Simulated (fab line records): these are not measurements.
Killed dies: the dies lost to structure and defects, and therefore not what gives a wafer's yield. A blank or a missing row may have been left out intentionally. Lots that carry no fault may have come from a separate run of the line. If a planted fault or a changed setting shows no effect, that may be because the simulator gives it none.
2 desks looking at one fault | flow gf180mcu | every desk sees just its own numbers, and what lay behind them comes last

DESK OF THE TOOL OWNER: pecvd-01
The tool's own readings at GF_MIM_CVD_05 (deposits Si3N4, target thk 42 nm, time 29.086 s): means of the sampled wafers that have a number, for each lot that ran on this tool. If a lot's mean is further than 4 standard deviations from the usual mean, the lot is out of limits and carries the mark OUT (the distance appears in the brackets).
Columns: A = heater-power-outer-w at GF_MIM_CVD_05, usual 386 W; B = heater-power-w at GF_MIM_CVD_05, usual 673 W
lot  | first seen here | A   | B
L860 | day 26 04:06    | 335 | 633
L872 | day 30 04:40    | 429 | 760
L873 | day 30 05:14    | 341 | 648
Result from this desk: across the 3 lots, nothing is out of limits.

METROLOGY DESK
What the gauges read for every lot (on any tool): the sampled wafers with a number, averaged. If a lot's mean is further than 4 standard deviations from the usual mean, the lot is out of limits and carries the mark OUT (the distance appears in the brackets).
Columns: A = V4_W_RS at GF_V4_RS_MEAS_24, usual 0.330 ohm/sq; B = V4_W_THK at GF_V4_THK_MEAS_25, usual 369 nm; C = MIM_CVD_05_THK at GF_MIM_THK_MEAS_06, usual 42.3 nm; D = MIM_ALCU_RS at GF_MIM_RS_MEAS_10, usual 0.1604 ohm/sq; E = MIM_ALCU_THK at GF_MIM_THK_MEAS_11, usual 204.1 nm; F = cd-nm at GF_M5_CD_MEAS_07, usual 280.3 nm; G = M5_OVL at GF_M5_OVL_MEAS_08, usual -2 nm
lot  | first seen here | A     | B   | C    | D      | E     | F     | G
L860 | day 26 03:24    | 0.330 | 367 | 42.8 | 0.1587 | 205.9 | 278.5 | -6
L863 | day 27 07:41    | 0.329 | 372 | 42.9 | 0.1606 | 204.2 | 280.4 | 0
L872 | day 30 03:55    | 0.333 | 367 | 41.8 | 0.1610 | 203.2 | 280.5 | -4
L873 | day 30 04:34    | 0.329 | 373 | 41.9 | 0.1584 | 206.1 | 279.7 | -3
L874 | day 30 12:34    | 0.331 | 370 | 41.7 | 0.1596 | 205.3 | 280.4 | -4
L875 | day 30 16:50    | 0.327 | 373 | 42.8 | 0.1571 | 208.9 | 280.1 | -2
Result from this desk: across the 6 lots, nothing is out of limits.

BROUGHT TOGETHER
The desk of the tool owner found nothing out of limits.
At the metrology desk, nothing out of limits was observed.

WHAT WAS PUT IN BY THE SIMULATOR
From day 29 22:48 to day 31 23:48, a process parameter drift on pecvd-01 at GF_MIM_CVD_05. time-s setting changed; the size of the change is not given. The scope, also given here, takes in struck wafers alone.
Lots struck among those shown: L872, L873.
